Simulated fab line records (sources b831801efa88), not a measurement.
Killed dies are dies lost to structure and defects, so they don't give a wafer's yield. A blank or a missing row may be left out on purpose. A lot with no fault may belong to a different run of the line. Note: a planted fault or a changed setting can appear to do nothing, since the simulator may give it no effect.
A single fault, viewed from 2 desks + flow sky130 + numbers are kept per desk, each desk with only its own; the story behind them comes last

AT THE TOOL OWNER'S DESK: plasmaAsher-01
The tool's own readings at SKY_POLY_CUT_STRIP_12 (strips in O2/N2): means of the sampled wafers that have a number, for each lot that ran on this tool. Marked OUT: a lot whose mean sits more than 4 standard deviations from the usual mean, which makes it out of limits; the brackets give that distance.
Columns: A = chamberPressureMTorr at SKY_POLY_CUT_STRIP_12, usual 1500.1 mTorr; B = drypumpMotorCurrentA at SKY_POLY_CUT_STRIP_12, usual 5.8 A; C = oesProductAu at SKY_POLY_CUT_STRIP_12, usual 0.452 a.u.; D = stripTimeToEndpointS at SKY_POLY_CUT_STRIP_12, usual 5.358 s
| lot  | first seen here | A      | B   | C     | D     |
|------|-----------------|--------|-----|-------|-------|
| L302 | day 24 04:08    | 1499.4 | 5.7 | 0.453 | 5.360 |
| L321 | day 30 18:22    | 1499.2 | 5.6 | 0.451 | 5.375 |
This desk found nothing out of limits on any of the 2 lots.

THE METROLOGY DESK
Lot by lot, what the gauges showed, no matter which tool ran the lot: averages of those sampled wafers that carry a number. Marked OUT: a lot whose mean sits more than 4 standard deviations from the usual mean, which makes it out of limits; the brackets give that distance.
Columns: A = POLY_GATE_OVL at SKY_POLY_GATE_OVL_MEAS_14, usual -2 nm; B = LDD_HVP_OVL at SKY_LDD_HVP_OVL_MEAS_07, usual 0.9 nm; C = POLY_CUT_OVL at SKY_POLY_CUT_OVL_MEAS_09, usual -4 nm
| lot  | first seen here | A   | B    | C   |
|------|-----------------|-----|------|-----|
| L302 | day 16 07:52    | -6  | -0.2 | -9  |
| L303 | day 16 20:42    | -7  | 2.4  | -2  |
| L305 | day 17 16:40    | -5  | 4.0  | -2  |
| L306 | day 17 23:14    | -1  | 2.5  | -7  |
| L307 | day 18 08:22    | 7   | -0.6 | -5  |
| L309 | day 19 05:22    | -10 | 1.3  | 0   |
| L310 | day 19 10:11    | 2   | 1.0  | -7  |
| L318 | day 22 13:15    | 2   | 0.1  | 3   |
| L319 | day 22 14:48    | -0  | 1.7  | -4  |
| L320 | day 22 19:04    | -2  | 0.7  | -5  |
| L321 | day 23 07:28    | -5  | -0.2 | -8  |
| L323 | day 24 06:22    | -5  | 0.7  | 4   |
| L324 | day 24 11:13    | -5  | 2.0  | -10 |
This desk found nothing out of limits on any of the 13 lots.

TAKEN TOGETHER
Nothing out of limits was seen by the tool owner's desk.
The metrology desk saw nothing out of limits.

WHAT THE SIMULATOR HAD INSERTED
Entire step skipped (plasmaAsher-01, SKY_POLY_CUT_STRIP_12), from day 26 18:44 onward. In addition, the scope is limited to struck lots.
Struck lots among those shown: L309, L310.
